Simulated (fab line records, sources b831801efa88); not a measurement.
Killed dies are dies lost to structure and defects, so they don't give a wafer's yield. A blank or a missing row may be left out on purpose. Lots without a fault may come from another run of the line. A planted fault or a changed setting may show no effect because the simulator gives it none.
Which tool did it? | flow gf180mcu | 14 lots, 42 wafers sampled, at 3 steps of a route of 602

WHAT THE GAUGES READ, wafer by wafer
GF_VT_IMPLANT_OVL_MEAS_29.
lot  | measured     | on         | VT_IMPLANT_02_OVL (nm)
L154 | day 6 20:51  | overlay-01 | -1.7 -2.6 -0.9
L156 | day 7 10:16  | overlay-01 | 0.4 1.7 0.7
L155 | day 7 11:28  | overlay-02 | -0.3 -0.1 0.9
L157 | day 7 18:10  | overlay-02 | -0.4 -0.5 0.3
L158 | day 8 01:16  | overlay-02 | 0.5 1.8 1.3
L159 | day 8 04:53  | overlay-02 | 1.9 2.3 1.2
L168 | day 10 19:10 | overlay-01 | -2.3 2.0 0.3
L169 | day 11 01:32 | overlay-01 | 0.5 0.5 0.6
L171 | day 11 12:27 | overlay-02 | 1.9 2.4 1.1
L172 | day 11 19:22 | overlay-02 | 2.6 2.1 2.3
L173 | day 12 02:20 | overlay-01 | 0.8 1.3 -0.3
L174 | day 12 10:25 | overlay-01 | -1.1 -0.3 -0.9
L175 | day 12 13:40 | overlay-02 | 1.9 1.6 3.1
L176 | day 12 21:41 | overlay-02 | 0.2 2.4 0.9

GF_VT_IMPLANT_OVL_MEAS_40.
lot  | measured     | on         | VT_IMPLANT_03_OVL (nm)
L154 | day 7 12:56  | overlay-02 | -2.1 -0.8 -2.7
L156 | day 8 02:57  | overlay-01 | -2.2 0.2 -1.5
L155 | day 8 04:13  | overlay-01 | 2.7 0.9 0.6
L157 | day 8 10:20  | overlay-01 | -2.7 -1.3 -2.0
L158 | day 8 17:37  | overlay-02 | 0.7 0.1 -0.7
L159 | day 8 21:32  | overlay-01 | 1.8 0.2 -1.3
L168 | day 11 14:04 | overlay-02 | -0.1 0.4 0.7
L169 | day 11 20:05 | overlay-01 | 1.3 -1.2 -0.6
L171 | day 12 07:47 | overlay-01 | -1.2 0.0 -0.3
L172 | day 12 14:19 | overlay-02 | -1.4 1.2 0.6
L173 | day 12 21:21 | overlay-01 | -2.8 -2.0 -1.2
L174 | day 13 06:50 | overlay-02 | 0.2 -0.3 -0.3
L175 | day 13 09:26 | overlay-02 | -0.4 0.9 1.1
L176 | day 13 18:10 | overlay-01 | 1.6 0.2 -0.2

GF_HV_LDD_OVL_MEAS_32.
lot  | measured     | on         | HV_LDD_02_OVL (nm)
L154 | day 11 15:10 | overlay-02 | -2.8 0.0 0.2
L156 | day 12 05:19 | overlay-01 | -0.3 0.3 1.1
L155 | day 12 09:20 | overlay-02 | 3.4 -0.8 1.0
L157 | day 12 15:43 | overlay-01 | -2.7 -2.1 -1.1
L158 | day 12 23:46 | overlay-02 | 2.1 2.1 -1.2
L159 | day 13 04:46 | overlay-01 | -3.0 -1.6 -2.8
L168 | day 16 07:20 | overlay-01 | -1.6 2.1 -1.4
L169 | day 16 16:19 | overlay-01 | 1.9 0.8 0.4
L171 | day 17 02:31 | overlay-01 | -2.9 -1.3 -1.9
L172 | day 17 12:01 | overlay-01 | -0.4 -0.3 0.2
L173 | day 17 16:13 | overlay-01 | 0.5 -1.0 -0.5
L174 | day 18 08:26 | overlay-01 | -1.1 -2.4 -1.3
L175 | day 18 10:40 | overlay-02 | 0.7 -0.8 2.0
L176 | day 18 18:00 | overlay-02 | 0.3 1.3 0.9

WHICH TOOL RAN EACH LOT (tool, then ch and the chambers of the sampled wafers, then the start)
The record holds no process step before these readings.

WHAT THE TOOLS THEMSELVES READ (means of the sampled wafers that have a number; where no wafer has one, the mark that the record gives instead)
The record holds no such reading with a usual standard deviation.

THE ANSWER, worked out from the rows above alone
Rule: what is usual is taken from the lots themselves. Put in order of their means at a reading, lots are off if they are a third of the lots or fewer, leave a main group of 4 or more, and stand apart from it by a gap of 3 or more times the standard deviation of the main group's means; of several such gaps the widest counts. A main group whose means are all the same, to the digits that the tables above print for the reading, isn't used. A lot without any number at a reading at which 4 lots or more have one is off too. The other lots that the step has rows for count as sound. The gauges are gone through in route order, then the tools' own readings, and for those a lot's mean is taken as printed above. The first step at which some lot is off is used, and at that step the reading that is off furthest; a lot without a number counts as furthest.
No lot is off at any reading shown: from this, nothing can be told.

WHAT THE SIMULATOR HAD PUT IN
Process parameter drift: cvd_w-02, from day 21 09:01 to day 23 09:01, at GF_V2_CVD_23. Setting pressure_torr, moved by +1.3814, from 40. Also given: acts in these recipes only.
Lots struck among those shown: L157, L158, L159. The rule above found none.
